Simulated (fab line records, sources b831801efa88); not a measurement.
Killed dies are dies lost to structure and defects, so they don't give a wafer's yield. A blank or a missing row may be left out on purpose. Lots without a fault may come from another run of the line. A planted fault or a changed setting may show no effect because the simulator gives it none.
Which tool did it? | flow sky130 | 14 lots, 42 wafers sampled, at 7 steps of a route of 708

WHAT THE GAUGES READ, wafer by wafer
The record holds no reading of a measuring or inspecting step that can be judged against a usual standard deviation.

WHICH TOOL RAN EACH LOT (tool, then ch and the chambers of the sampled wafers, then the start)
lot  | SKY_METAL1_SPUTTER_00        | SKY_METAL1_DESCUM_17              | SKY_VIA1_CMP_02               | SKY_VIA2_ETCH_14                   | SKY_VIA2_ETCH_15                   | SKY_VIA2_STRIP_16                    | SKY_METAL3_SPUTTER_00
L462 | pvd_sputter-02, day 32 08:17 | rie_metal-04 ch 0,1, day 33 11:22 | cmp-01 ch 2,3, day 33 12:19   | rie_diel-02 ch 0,1, day 36 23:04   | rie_diel-02 ch 0,1, day 36 23:07   | plasma_asher-03 ch 0,1, day 36 23:10 | pvd_sputter-02, day 37 00:33
L463 | pvd_sputter-03, day 32 19:02 | rie_metal-04 ch 0,1, day 33 22:18 | cmp-01 ch 0,1, day 33 23:18   | rie_diel-03 ch 1,2, day 37 10:51   | rie_diel-03 ch 1,2, day 37 10:54   | plasma_asher-04 ch 0,1, day 37 10:59 | pvd_sputter-04, day 37 12:18
L464 | pvd_sputter-03, day 32 23:30 | rie_metal-04 ch 0,1, day 34 02:56 | cmp-02 ch 1,2,3, day 34 03:59 | rie_diel-03 ch 1,2,3, day 37 14:27 | rie_diel-03 ch 1,2,3, day 37 14:30 | plasma_asher-04 ch 0,1, day 37 14:34 | pvd_sputter-03, day 37 15:55
L465 | pvd_sputter-03, day 33 02:40 | rie_metal-01 ch 1, day 34 05:36   | cmp-02 ch 2,3, day 34 06:45   | rie_diel-02 ch 1,2, day 37 17:17   | rie_diel-02 ch 1,2, day 37 17:20   | plasma_asher-03 ch 0,1, day 37 17:23 | pvd_sputter-04, day 37 18:43
L466 | pvd_sputter-04, day 33 13:17 | rie_metal-04 ch 0,1, day 34 16:24 | cmp-02 ch 0,1, day 34 17:25   | rie_diel-02 ch 2,3, day 38 01:57   | rie_diel-02 ch 2,3, day 38 02:00   | plasma_asher-04 ch 0,1, day 38 02:05 | pvd_sputter-02, day 38 03:20
L468 | pvd_sputter-04, day 34 04:31 | rie_metal-03 ch 0,1, day 35 07:53 | cmp-01 ch 1,2,3, day 35 08:59 | rie_diel-02 ch 0,1,3, day 38 18:11 | rie_diel-02 ch 0,1,3, day 38 18:14 | plasma_asher-01 ch 0,1, day 38 18:17 | pvd_sputter-04, day 38 19:34
L467 | pvd_sputter-02, day 34 09:23 | rie_metal-03 ch 0,1, day 35 12:26 | cmp-01 ch 1,2,3, day 35 13:25 | rie_diel-04 ch 0,1,2, day 38 22:28 | rie_diel-04 ch 0,1,2, day 38 22:31 | plasma_asher-03 ch 0,1, day 38 22:34 | pvd_sputter-03, day 38 23:50
L469 | pvd_sputter-02, day 34 10:17 | rie_metal-01 ch 0,1, day 35 13:22 | cmp-02 ch 0,2,3, day 35 14:25 | rie_diel-02 ch 0,1,2, day 39 00:16 | rie_diel-02 ch 0,1,2, day 39 00:19 | plasma_asher-03 ch 0,1, day 39 00:22 | pvd_sputter-02, day 39 01:38
L470 | pvd_sputter-04, day 34 11:10 | rie_metal-03 ch 0, day 35 14:11   | cmp-02 ch 0,2, day 35 15:11   | rie_diel-03 ch 0,1,3, day 39 00:58 | rie_diel-03 ch 0,1,3, day 39 01:01 | plasma_asher-04 ch 0,1, day 39 01:04 | pvd_sputter-04, day 39 02:32
L472 | pvd_sputter-04, day 35 22:56 | rie_metal-03 ch 0,1, day 37 01:56 | cmp-02 ch 0,1, day 37 02:59   | rie_diel-03 ch 1,2, day 40 09:09   | rie_diel-03 ch 1,2, day 40 09:12   | plasma_asher-03 ch 0,1, day 40 09:16 | pvd_sputter-04, day 40 10:32
L479 | pvd_sputter-02, day 37 06:41 | rie_metal-03 ch 0,1, day 38 06:55 | cmp-02 ch 0,1,3, day 38 07:55 | rie_diel-02 ch 0,2,3, day 41 13:38 | rie_diel-02 ch 0,2,3, day 41 13:41 | plasma_asher-03 ch 0,1, day 41 13:44 | pvd_sputter-04, day 41 15:00
L482 | pvd_sputter-04, day 38 02:01 | rie_metal-03 ch 0,1, day 39 03:23 | cmp-01 ch 1,2,3, day 39 04:19 | rie_diel-02 ch 0,2,3, day 42 07:58 | rie_diel-02 ch 0,2,3, day 42 08:01 | plasma_asher-03 ch 0,1, day 42 08:07 | pvd_sputter-03, day 42 09:20
L483 | pvd_sputter-02, day 38 06:27 | rie_metal-03 ch 0,1, day 39 07:28 | cmp-01 ch 1,2,3, day 39 08:33 | rie_diel-03 ch 1,2,3, day 42 11:49 | rie_diel-03 ch 1,2,3, day 42 11:52 | plasma_asher-01 ch 0,1, day 42 11:55 | pvd_sputter-02, day 42 13:11
L484 | pvd_sputter-03, day 38 08:55 | rie_metal-04 ch 0,1, day 39 11:07 | cmp-01 ch 0,1,2, day 39 12:04 | rie_diel-03 ch 1,2,3, day 42 15:42 | rie_diel-03 ch 1,2,3, day 42 15:45 | plasma_asher-04 ch 0,1, day 42 15:49 | pvd_sputter-04, day 42 17:04
- SKY_METAL1_SPUTTER_00: material Ti, target thk 15 nm, time 10 s.
- SKY_METAL1_DESCUM_17: chemistry O2, time 8 s.
- SKY_VIA1_CMP_02: polishes SiO2.
- SKY_VIA2_ETCH_14: etches BARC in N2/H2, stops on SiO2, time 45.9 s, target depth 60 nm.
- SKY_VIA2_ETCH_15: etches SiO2 in C4F8/O2/Ar, stops on TiN, target depth 546 nm, time 84 s.
- SKY_VIA2_STRIP_16: strips in O2/N2.
- SKY_METAL3_SPUTTER_00: material Ti, target thk 15 nm, time 10 s.

WHAT THE TOOLS THEMSELVES READ (means of the sampled wafers that have a number; where no wafer has one, the mark that the record gives instead)
SKY_METAL1_SPUTTER_00. Usual: throttle_valve_pct 29.8 %, standard deviation 0.98.
lot  | tool           | throttle_valve_pct (%) | flag
L462 | pvd_sputter-02 | 29.9                   |
L463 | pvd_sputter-03 | 28.6                   |
L464 | pvd_sputter-03 | 29.3                   |
L465 | pvd_sputter-03 | 28.7                   |
L466 | pvd_sputter-04 | 29.9                   |
L468 | pvd_sputter-04 | 30.1                   |
L467 | pvd_sputter-02 | 29.5                   |
L469 | pvd_sputter-02 | 29.9                   |
L470 | pvd_sputter-04 | 30.0                   |
L472 | pvd_sputter-04 | 29.9                   |
L479 | pvd_sputter-02 | 29.5                   |
L482 | pvd_sputter-04 | 30.5                   |
L483 | pvd_sputter-02 | 30.2                   |
L484 | pvd_sputter-03 | 29.3                   |

SKY_METAL1_DESCUM_17. Usual: drypump_motor_current_A 5.6 A, standard deviation 0.44; oes_product_au 1.009 a.u., standard deviation 0.0098.
lot  | tool         | drypump_motor_current_A (A) | oes_product_au (a.u.) | flag
L462 | rie_metal-04 | 5.8                         | 1.003                 |
L463 | rie_metal-04 | 5.8                         | 1.001                 |
L464 | rie_metal-04 | 5.8                         | 1.014                 |
L465 | rie_metal-01 | 6.6                         | 0.992                 |
L466 | rie_metal-04 | 5.7                         | 1.006                 |
L468 | rie_metal-03 | 5.4                         | 1.007                 |
L467 | rie_metal-03 | 5.4                         | 1.002                 |
L469 | rie_metal-01 | 6.2                         | 1.016                 |
L470 | rie_metal-03 | 5.5                         | 1.012                 |
L472 | rie_metal-03 | 5.2                         | 1.010                 |
L479 | rie_metal-03 | 5.2                         | 1.004                 |
L482 | rie_metal-03 | 5.3                         | 1.004                 |
L483 | rie_metal-03 | 5.3                         | 1.013                 |
L484 | rie_metal-04 | 5.8                         | 1.000                 |

SKY_VIA1_CMP_02. Usual: edge_zone_pressure_frac 1.000, standard deviation 0.0046; motor_current_A 11.8 A, standard deviation 1.2.
lot  | tool   | edge_zone_pressure_frac | motor_current_A (A) | flag
L462 | cmp-01 | 0.998                   | 12.1                |
L463 | cmp-01 | 1.000                   | 11.5                |
L464 | cmp-02 | 1.004                   | 11.3                |
L465 | cmp-02 | 0.997                   | 10.1                |
L466 | cmp-02 | 0.999                   | 13.8                |
L468 | cmp-01 | 0.997                   | 11.8                |
L467 | cmp-01 | 1.002                   | 11.8                |
L469 | cmp-02 | 0.997                   | 11.3                |
L470 | cmp-02 | 1.000                   | 11.0                |
L472 | cmp-02 | 0.999                   | 13.0                |
L479 | cmp-02 | 1.003                   | 12.8                |
L482 | cmp-01 | 0.999                   | 11.6                |
L483 | cmp-01 | 0.998                   | 12.1                |
L484 | cmp-01 | 0.998                   | 11.4                |

SKY_VIA2_ETCH_14. Usual: bias_w 100.03 W, standard deviation 0.3; drypump_motor_current_A 5.8 A, standard deviation 0.48; oes_product_au 0.854 a.u., standard deviation 0.0044; throttle_valve_pct 13.224 %, standard deviation 0.011.
lot  | tool        | bias_w (W) | drypump_motor_current_A (A) | oes_product_au (a.u.) | throttle_valve_pct (%) | flag
L462 | rie_diel-02 | 99.54      | 5.4                         | 0.852                 | 13.227                 |
L463 | rie_diel-03 | 99.96      | 5.8                         | 0.850                 | 13.218                 |
L464 | rie_diel-03 | 100.05     | 6.0                         | 0.850                 | 13.223                 |
L465 | rie_diel-02 | 100.06     | 5.0                         | 0.854                 | 13.217                 |
L466 | rie_diel-02 | 100.11     | 5.9                         | 0.851                 | 13.221                 |
L468 | rie_diel-02 | 100.48     | 5.8                         | 0.860                 | 13.228                 |
L467 | rie_diel-04 | 99.99      | 6.1                         | 0.846                 | 13.230                 |
L469 | rie_diel-02 | 99.92      | 5.5                         | 0.858                 | 13.223                 |
L470 | rie_diel-03 | 100.11     | 5.9                         | 0.853                 | 13.222                 |
L472 | rie_diel-03 | 99.79      | 5.8                         | 0.854                 | 13.225                 |
L479 | rie_diel-02 | 100.07     | 5.9                         | 0.817                 | 13.219                 | OFF
L482 | rie_diel-02 | 100.12     | 5.9                         | 0.817                 | 13.225                 | OFF
L483 | rie_diel-03 | 99.83      | 6.0                         | 0.850                 | 13.226                 |
L484 | rie_diel-03 | 100.15     | 6.0                         | 0.856                 | 13.225                 |

SKY_VIA2_ETCH_15. Usual: bias_w 1200 W, standard deviation 3.3; oes_product_au 0.940 a.u., standard deviation 0.0049.
lot  | tool        | bias_w (W) | oes_product_au (a.u.) | flag
L462 | rie_diel-02 | 1201       | 0.941                 |
L463 | rie_diel-03 | 1201       | 0.938                 |
L464 | rie_diel-03 | 1200       | 0.941                 |
L465 | rie_diel-02 | 1199       | 0.938                 |
L466 | rie_diel-02 | 1200       | 0.935                 |
L468 | rie_diel-02 | 1201       | 0.936                 |
L467 | rie_diel-04 | 1200       | 0.936                 |
L469 | rie_diel-02 | 1200       | 0.938                 |
L470 | rie_diel-03 | 1202       | 0.941                 |
L472 | rie_diel-03 | 1199       | 0.938                 |
L479 | rie_diel-02 | 1195       | 0.759                 | OFF
L482 | rie_diel-02 | 1199       | 0.762                 | OFF
L483 | rie_diel-03 | 1200       | 0.943                 |
L484 | rie_diel-03 | 1202       | 0.941                 |

SKY_VIA2_STRIP_16. Usual: drypump_motor_current_A 5.84 A, standard deviation 0.27; oes_product_au 0.398 a.u., standard deviation 0.005; strip_time_to_endpoint_s 4.04 s, standard deviation 0.03.
lot  | tool            | drypump_motor_current_A (A) | oes_product_au (a.u.) | strip_time_to_endpoint_s (s) | flag
L462 | plasma_asher-03 | 5.82                        | 0.400                 | 4.01                         |
L463 | plasma_asher-04 | 6.13                        | 0.395                 | 4.05                         |
L464 | plasma_asher-04 | 6.17                        | 0.394                 | 4.01                         |
L465 | plasma_asher-03 | 5.78                        | 0.394                 | 4.01                         |
L466 | plasma_asher-04 | 5.96                        | 0.395                 | 4.02                         |
L468 | plasma_asher-01 | 5.45                        | 0.403                 | 4.04                         |
L467 | plasma_asher-03 | 5.80                        | 0.402                 | 4.02                         |
L469 | plasma_asher-03 | 5.74                        | 0.396                 | 4.01                         |
L470 | plasma_asher-04 | 5.98                        | 0.398                 | 4.08                         |
L472 | plasma_asher-03 | 5.82                        | 0.400                 | 4.07                         |
L479 | plasma_asher-03 | 5.78                        | 0.394                 | 4.08                         |
L482 | plasma_asher-03 | 5.73                        | 0.399                 | 4.08                         |
L483 | plasma_asher-01 | 5.46                        | 0.400                 | 4.07                         |
L484 | plasma_asher-04 | 5.98                        | 0.401                 | 4.07                         |

SKY_METAL3_SPUTTER_00. Usual: throttle_valve_pct 29.8 %, standard deviation 0.93.
lot  | tool           | throttle_valve_pct (%) | flag
L462 | pvd_sputter-02 | 30.2                   |
L463 | pvd_sputter-04 | 30.4                   |
L464 | pvd_sputter-03 | 28.7                   |
L465 | pvd_sputter-04 | 30.5                   |
L466 | pvd_sputter-02 | 29.7                   |
L468 | pvd_sputter-04 | 30.1                   |
L467 | pvd_sputter-03 | 28.5                   |
L469 | pvd_sputter-02 | 30.3                   |
L470 | pvd_sputter-04 | 29.9                   |
L472 | pvd_sputter-04 | 30.3                   |
L479 | pvd_sputter-04 | 29.6                   |
L482 | pvd_sputter-03 | 29.5                   |
L483 | pvd_sputter-02 | 29.8                   |
L484 | pvd_sputter-04 | 30.1                   |

THE ANSWER, worked out from the rows above alone
Rule: a lot is off if the mean of its wafers that have a number lies more than 3 standard deviations from the usual mean. A lot without any number at a reading at which 4 lots or more have one is off too. The other lots that the step has rows for count as sound. The gauges are gone through in route order, then the tools' own readings, and for those a lot's mean is taken as printed above. The first step at which some lot is off is used, and at that step the reading that is off furthest; a lot without a number counts as furthest.
Off: L479, L482, at SKY_VIA2_ETCH_14 (oes_product_au).
A tool fits if, at that step or a process step before it, it ran every lot that is off, and no sound lot after the first of them. One fits: rie_diel-02 at SKY_VIA2_ETCH_14. Its last sound lot is L469 (day 39 00:16), its first lot that is off L479 (day 41 13:38): a fault that began between those two fits.
The tool's own readings at SKY_VIA2_ETCH_14 bear it out: on the lots that are off they differ by more than 5 times the standard deviation of the sound lots' means. oes_product_au reads 0.817 a.u. there against 0.853 a.u. on the sound lots.

WHAT THE SIMULATOR HAD PUT IN
Process parameter drift: rie_diel-02, from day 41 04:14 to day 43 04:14, at SKY_VIA2_ETCH_14. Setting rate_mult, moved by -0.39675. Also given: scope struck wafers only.
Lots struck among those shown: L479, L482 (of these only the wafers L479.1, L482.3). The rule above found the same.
